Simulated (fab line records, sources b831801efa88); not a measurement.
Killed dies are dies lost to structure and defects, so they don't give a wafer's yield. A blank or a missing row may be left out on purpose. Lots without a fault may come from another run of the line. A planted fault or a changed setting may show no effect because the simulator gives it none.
A struck lot beside a sound one | flow sky130 | 15 steps out of a route of 708
Sound: wafers L404.1, L404.2, L404.3. Struck: wafers L415.2, L415.4, L415.5. The cause comes at the end.
At each step with rows: each side's tool, then ch and its chambers, then its first start. Under that, the readings that differ: sound wafers | struck wafers | difference of the means | sigmas: that difference in standard deviations of wafers without a fault.
alike: readings whose means differ by less than 2 such deviations, and words and numbers that are the same on both sides. not compared: withheld readings, readings that some wafer has no value for, bounds like >300 that may hide the same value, and numbers for which the record gives no deviation and whose values overlap.
The two part at a step that has a row with sigmas, a row that says differs or no value, or rows on one side only. Numbers that don't overlap but have no deviation are shown without sigmas and don't part them. A reading that every wafer of one side lacks parts them only if that side has two wafers or more.

SKY_CONTACT_THK_MEAS_01:
  sound on film_metro-02, day 30 20:58; struck on film_metro-03, day 34 09:49
  alike: CONTACT_CVD_00_THK
then, 1 step without rows for these wafers: SKY_CONTACT_HDPCVD_02 (deposits SiO2, target thk 565 nm, time 94.2 s).
SKY_CONTACT_THK_MEAS_03:
  sound on film_metro-04, day 30 21:06; struck on film_metro-02, day 34 09:56
  alike: CONTACT_HDPCVD_THK
SKY_CONTACT_CMP_04: polishes SiO2.
  sound on cmp-01 ch 1,2,3, day 30 21:10; struck on cmp-02 ch 2,3, day 34 09:59
  alike: motor_current_A, time_to_endpoint_s
SKY_CONTACT_BOW_MEAS_05:
  sound on film_metro-03, day 30 21:28; struck on film_metro-03, day 34 10:19
  alike: CONTACT_BOW
then, 7 steps without rows for these wafers: SKY_CONTACT_DEHYDRATE_06 (time 60 s); SKY_CONTACT_HMDS_07 (prime time 60 s); SKY_CONTACT_COAT_08 (resist thk 60 nm); SKY_CONTACT_COAT_09 (resist thk 450 nm); SKY_CONTACT_SOFTBAKE_10 (time 85.71 s); SKY_CONTACT_EXPOSE_11 (exposes mask CTM1, target cd 170 nm); SKY_CONTACT_PEB_12.
SKY_CONTACT_DEVELOP_13: develop time 60 s.
  sound on litho_track-01 ch 0, day 32 00:00; struck on litho_track-01 ch 0, day 35 13:00
  reading              | sound             | struck            | difference | sigmas
  developer_temp_C (C) | 21.01 20.96 21.10 | 20.02 20.11 20.24 | -0.90      | -8
  alike: exhaust_pa
SKY_CONTACT_CD_MEAS_14: target cd 170 nm.
  sound on cd_sem-01, day 32 01:05; struck on cd_sem-02, day 35 13:27
  alike: cd_nm
-- the record jumps here: 13 days lie between the struck wafers' starts before and after (it left off in module CONTACT and takes up again in module PAD_OPEN, whose first step shown is number 708 of the route) --
SKY_PAD_OPEN_PROBE_99:
  the record has rows for the struck wafers here (prober-02, day 48 22:35) and none for the sound ones

WHERE THEY PART
First at SKY_CONTACT_DEVELOP_13; last, within this record, at SKY_PAD_OPEN_PROBE_99.

WHY: what the simulator had put in
Process parameter drift: litho_track-01, from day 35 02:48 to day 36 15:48, at SKY_CONTACT_DEVELOP_13. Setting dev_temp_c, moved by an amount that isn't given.
